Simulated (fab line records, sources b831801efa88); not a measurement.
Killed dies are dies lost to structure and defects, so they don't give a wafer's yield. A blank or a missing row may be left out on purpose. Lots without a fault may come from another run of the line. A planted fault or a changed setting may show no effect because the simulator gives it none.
fab line records | flow sky130 | part 2 of 2: steps 43 to 43 of 43
record lots=6 wafers=18 last_day=50
route steps=708 shown SPACER@306 POLY_CUT@307 SD_P@320 RES_XHIGH@332 SD_N@342 PAD_OPEN@708
lots that met no fault: from a run of the same line without faults
start_h: hours from the record's first day to the start of the lot's first wafer shown | wait_h: hours since the lot's step before | " the same as in the row above | L1.1+2: a row that stands for several wafers | - no value, or no start given | * or withheld: withheld | < > ~ a bound
route shown NAME@n: a module of which the file shows steps, and the number in the route of the first | usual: mean/standard deviation of fault-free wafers | same: alike in all rows | chamber/n: place in a boat | sites: the reading at each site | _std_site: their standard deviation | _edge_site: outer sites' mean less inner sites' | radius_mm: how far each site lies from the wafer's centre | mask NAME#n: copy n | behind: the tool/chamber that last shaped the wafer | hold: why the lot was held/for how many hours/how that ended | device: the transistor (n, p or np) that didn't switch | end of line: the same wafers' tests at the end of the route | a step without rows: its recipe alone | killed: dies lost to structure and defects at the first sort, not the wafer's yield | map: a wafer's dies, x killed, . not, _ none there
set.NAME: the setting as run; set.NAME@STEP: as run at that earlier step | model.NAME: the simulator's own value behind a step, which no gauge read
lots at some steps of the route; a table a step, a row a wafer
services: from which hour (start_h, from the record's first day; less than 0 if before it) a tool's chamber was out of use, for how many hours, and why
## steps
# step SKY_PAD_OPEN_PROBE_99
# usual killed_at_M0_to_M3=44/7.4 killed_at_M4_up=3.2/1.8 killed_at_contacts=25/5.2 killed_at_front_end=15/4.5 killed_at_other=0.2/0.43 killed_dies=87/9.6 killed_open=48/7.6 killed_short=40/5.7
# same gross_dies=492 killed_at_back_side=0
# columns lot.wafer tool chamber start_h wait_h hold killed_at_M0_to_M3 killed_at_M4_up killed_at_contacts killed_at_front_end killed_at_other killed_dies killed_open killed_short
L328.1 prober-02 - 1082.51 0.1 - 50 6 21 12 0 89 49 40
L328.2 prober-02 - 1082.56 0.1 - 40 0 25 14 0 79 42 37
L328.6 prober-02 - 1082.76 0.2 - 40 2 28 18 0 88 59 29
L331.3 prober-01 - 1102.32 0.2 - 35 6 28 6 0 75 41 34
L331.5 prober-01 - 1102.42 0.2 - 38 1 23 13 0 75 42 33
L331.6 prober-01 - 1102.47 0.2 - 35 1 23 10 0 69 37 32
L334.1 prober-02 - 1118.74 0.1 - 52 0 27 16 0 95 52 43
L334.4 prober-02 - 1118.89 0.2 - 46 1 30 19 0 96 51 45
L334.6 prober-02 - 1118.99 0.2 - 44 2 25 15 0 86 51 35
L341.4 prober-01 - 1161.38 0.2 await_dispo/3.0h/release 47 4 17 73 0 141 39 42
L341.5 prober-01 - 1161.43 0.2 await_dispo/3.0h/release 46 3 24 47 0 120 50 41
L341.6 prober-01 - 1161.48 0.2 await_dispo/3.0h/release 46 2 18 76 1 143 44 39
L344.2 prober-02 - 1173.78 0.1 await_dispo/1.0h/release 55 5 37 33 1 131 73 41
L344.4 prober-02 - 1173.88 0.2 await_dispo/1.0h/release 41 4 30 40 0 115 38 43
L344.5 prober-02 - 1173.93 0.2 await_dispo/1.0h/release 45 2 24 59 0 130 51 38
L349.1 prober-01 - 1194.23 0.1 - 33 3 19 14 0 69 32 37
L349.4 prober-01 - 1194.38 0.2 - 44 2 27 20 1 94 50 44
L349.5 prober-01 - 1194.43 0.2 - 42 3 18 21 0 84 45 39
# killed by level:class
L328.1 VIA1:geometric_particle:open=10 CONTACT:geometric_particle:open=7 METAL2:geometric_particle:short=7 LI_CONTACT:geometric_particle:open=6 METAL1:geometric_particle:short=6 VIA2:geometric_particle:open=5 POLY_GATE:geometric_particle:open=4 LOCAL_INTERCONNECT:geometric_particle:short=4
L328.2 CONTACT:geometric_particle:open=10 LI_CONTACT:geometric_particle:open=7 VIA1:geometric_particle:short=7 FIELD_ISO:geometric_particle:short=6 VIA2:geometric_particle:open=6 METAL2:geometric_particle:short=5 VIA3:geometric_particle:open=5 CONTACT:geometric_particle:short=4
L328.6 VIA1:geometric_particle:open=13 CONTACT:geometric_particle:open=10 VIA3:geometric_particle:open=10 LI_CONTACT:geometric_particle:open=9 FIELD_ISO:geometric_particle:open=5 METAL1:geometric_particle:short=5 SPACER:geometric_particle:open=4 LOCAL_INTERCONNECT:geometric_particle:short=4
L331.3 VIA1:geometric_particle:open=13 CONTACT:geometric_particle:open=10 METAL2:geometric_particle:short=8 LOCAL_INTERCONNECT:geometric_particle:short=6 LI_CONTACT:geometric_particle:open=5 CONTACT:geometric_particle:short=4 METAL1:geometric_particle:short=4 METAL4:geometric_particle:short=4
L331.5 VIA1:geometric_particle:open=10 CONTACT:geometric_particle:open=7 VIA2:geometric_particle:open=7 CONTACT:geometric_particle:short=6 VIA2:geometric_particle:short=6 LI_CONTACT:geometric_particle:open=5 LOCAL_INTERCONNECT:geometric_particle:short=5 VIA3:geometric_particle:open=5
L331.6 CONTACT:geometric_particle:open=10 VIA1:geometric_particle:open=9 LOCAL_INTERCONNECT:geometric_particle:short=4 METAL1:geometric_particle:short=4 VIA1:geometric_particle:short=4 METAL2:geometric_particle:short=4 LI_CONTACT:geometric_particle:open=3 LI_CONTACT:geometric_particle:short=3
L334.1 VIA1:geometric_particle:open=20 METAL1:geometric_particle:short=9 LI_CONTACT:geometric_particle:open=8 METAL2:geometric_particle:short=7 LOCAL_INTERCONNECT:geometric_particle:short=6 FIELD_ISO:geometric_particle:short=5 CONTACT:geometric_particle:short=5 CONTACT:geometric_particle:open=5
L334.4 VIA1:geometric_particle:open=13 CONTACT:geometric_particle:open=9 LI_CONTACT:geometric_particle:open=8 METAL2:geometric_particle:short=8 FIELD_ISO:geometric_particle:open=6 POLY_GATE:geometric_particle:short=5 VIA2:geometric_particle:open=5 LOCAL_INTERCONNECT:geometric_particle:short=5
L334.6 CONTACT:geometric_particle:open=12 VIA1:geometric_particle:open=9 VIA2:geometric_particle:open=9 LI_CONTACT:geometric_particle:open=7 POLY_GATE:geometric_particle:open=6 METAL1:geometric_particle:short=6 METAL2:geometric_particle:short=5 VIA3:geometric_particle:short=5
L341.4 POLY_CUT:unspecified=60 VIA1:geometric_particle:open=11 METAL2:geometric_particle:short=10 LOCAL_INTERCONNECT:geometric_particle:short=7 VIA2:geometric_particle:short=7 FIELD_ISO:geometric_particle:open=6 VIA2:geometric_particle:open=6 LI_CONTACT:geometric_particle:open=5
L341.5 POLY_CUT:unspecified=29 CONTACT:geometric_particle:open=12 VIA3:geometric_particle:open=8 VIA1:geometric_particle:short=8 METAL1:geometric_particle:short=6 METAL2:geometric_particle:short=6 VIA2:geometric_particle:open=6 VIA1:geometric_particle:open=5
L341.6 POLY_CUT:unspecified=60 VIA2:geometric_particle:open=11 VIA3:geometric_particle:open=8 LI_CONTACT:geometric_particle:open=7 METAL2:geometric_particle:short=5 FIELD_ISO:geometric_particle:open=4 FIELD_ISO:geometric_particle:short=4 POLY_GATE:geometric_particle:short=4
L344.2 CONTACT:geometric_particle:open=20 VIA1:geometric_particle:open=18 POLY_CUT:unspecified=17 VIA2:geometric_particle:open=13 POLY_GATE:geometric_particle:open=7 LI_CONTACT:geometric_particle:open=7 LOCAL_INTERCONNECT:geometric_particle:short=5 VIA1:geometric_particle:short=5
L344.4 POLY_CUT:unspecified=34 VIA1:geometric_particle:open=11 CONTACT:geometric_particle:open=8 CONTACT:geometric_particle:short=8 LI_CONTACT:geometric_particle:open=7 VIA3:geometric_particle:short=5 METAL2:geometric_particle:short=5 VIA3:geometric_particle:open=4
L344.5 POLY_CUT:unspecified=41 VIA1:geometric_particle:open=12 CONTACT:geometric_particle:open=8 LI_CONTACT:geometric_particle:open=7 METAL2:geometric_particle:short=7 VIA2:geometric_particle:open=6 POLY_GATE:geometric_particle:short=5 METAL1:geometric_particle:short=5
L349.1 METAL1:geometric_particle:short=8 CONTACT:geometric_particle:open=7 FIELD_ISO:geometric_particle:short=5 VIA1:geometric_particle:open=5 VIA2:geometric_particle:open=5 VIA3:geometric_particle:open=5 LI_CONTACT:geometric_particle:open=4 POLY_GATE:geometric_particle:short=3
L349.4 CONTACT:geometric_particle:open=10 VIA1:geometric_particle:open=9 FIELD_ISO:geometric_particle:short=8 FIELD_ISO:geometric_particle:open=7 METAL3:geometric_particle:short=7 LI_CONTACT:geometric_particle:open=6 CONTACT:geometric_particle:short=6 VIA2:geometric_particle:open=6
L349.5 POLY_GATE:geometric_particle:open=9 VIA1:geometric_particle:short=7 VIA1:geometric_particle:open=7 METAL1:geometric_particle:short=6 METAL2:geometric_particle:short=6 LOCAL_INTERCONNECT:geometric_particle:short=5 LI_CONTACT:geometric_particle:open=4 VIA3:geometric_particle:open=4
# map L341.6 (x killed, . not)
__________...x....x._________
________x..x.........._______
______.x......xx.....x.._____
_____......xx.x...x.x...x____
____.xxx..xxxx....x.......___
___....xxxxxxx...x...x.....__
__....xxxxxxxxx.........x.x._
_..x..xxxxxxxxxxxx...xx..x...
_.....xxxxxxxxxx........x.x..
_.x...xx.xxxxxxx..x..........
_..x.xxx.xxxx.x......x.xx....
_......x..xxxxx..x..x....x...
_...........x.x...x.x..x.x...
_x..xxx....x.................
_........xx.......x...xxxx...
__..x...x.x.x......x........_
___....x........x..x..xx...__
____.x.............x......___
_____..xx.x...x..........____
______......xx.....xx..._____
________.........xx.x._______
__________.........._________
# map L344.2 (x killed, . not)
__________.xx......x_________
________.....x....xx.._______
______.......xx........x_____
_____..........x.....x...____
____x.x....xx...x..x..xx..___
___..x..xx..x....x.x.xx....__
__....x.xx...x..x...x.x..x.._
_x..x..........x...x..x..xx..
_x....x.x......xx..x.......x.
_x..x....x......x.......x....
_xxxx......x..xxx......x....x
_xxxx..xx.x...x...x.........x
_xxx....x......x.xx.x.xx...x.
_xxx.x...........x.........x.
_xxx...........x.x...x..x....
__.x..x..xx...x.xx...x.....x_
___.........x.x..x.........__
____.......xx.xx..x.......___
_____xxx.x...x....x......____
______x.x.x..x..x......._____
________.x........x..._______
__________..x..x.x.._________
## services
# columns tool chamber start_h hours kind
rie_diel-03 1 514.22 47.6 repair
rie_diel-01 2 515.14 32.6 repair
rie_diel-04 - 520.75 0.4 repair
rie_diel-03 2 523.45 2.3 repair
plasma_asher-01 - 578.55 27.1 pm
rie_diel-02 0 585.36 3.8 repair
rie_diel-03 3 594.02 6.8 repair
rie_diel-03 2 608.93 3.3 repair
rie_diel-04 - 618.67 15.6 pm
rie_diel-03 0 634.86 5.1 repair
rie_diel-04 0 636.45 7.8 repair
rie_diel-03 3 643.73 24.0 repair
rie_diel-03 2 650.29 4.8 repair
rie_diel-01 - 651.28 14.6 pm
rie_diel-02 1 661.48 6.4 repair
rie_diel-01 1 666.67 35.7 repair
plasma_asher-02 - 675.19 1.7 repair
rie_diel-02 - 693.06 0.2 repair
rie_diel-02 2 697.85 3.4 repair
rie_diel-01 - 706.14 0.7 repair
plasma_asher-04 - 708.31 4.0 pm
plasma_asher-03 - 717.15 5.1 repair
plasma_asher-01 - 733.75 9.0 pm
plasma_asher-01 - 769.37 1.4 repair
## key
first_sign step=SKY_PAD_OPEN_PROBE_99 reading=killed_at_front_end direction=up sigmas=8.7 usual=15 struck=55
effect step=SKY_PAD_OPEN_PROBE_99 reading=killed_dies direction=up sigmas=4.5 usual=87 struck=130
met_at SKY_POLY_CUT_ETCH_11
struck_wafers L341.4,L341.5,L341.6,L344.2,L344.4,L344.5
tester_left_out L341,L344
onset_between 567.93 685.08
also_fits SKY_POLY_CUT_ETCH_10:rie_diel-03,SKY_POLY_CUT_STRIP_12:plasma_asher-02
fault kind=chamber_particle_source tool=rie_diel-03 chamber=- onset_h=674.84 steps=SKY_POLY_CUT_ETCH_11 rate_per_visit_cm2=1.1517 end_h=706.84
# tester_left_out: of these lots the tester's yield and bins aren't shown, on N5 and GAA mostly nor the transistor test; their killed dies are dies lost to structure and defects alone, not to doping, threshold or leakage, so they don't give the yield
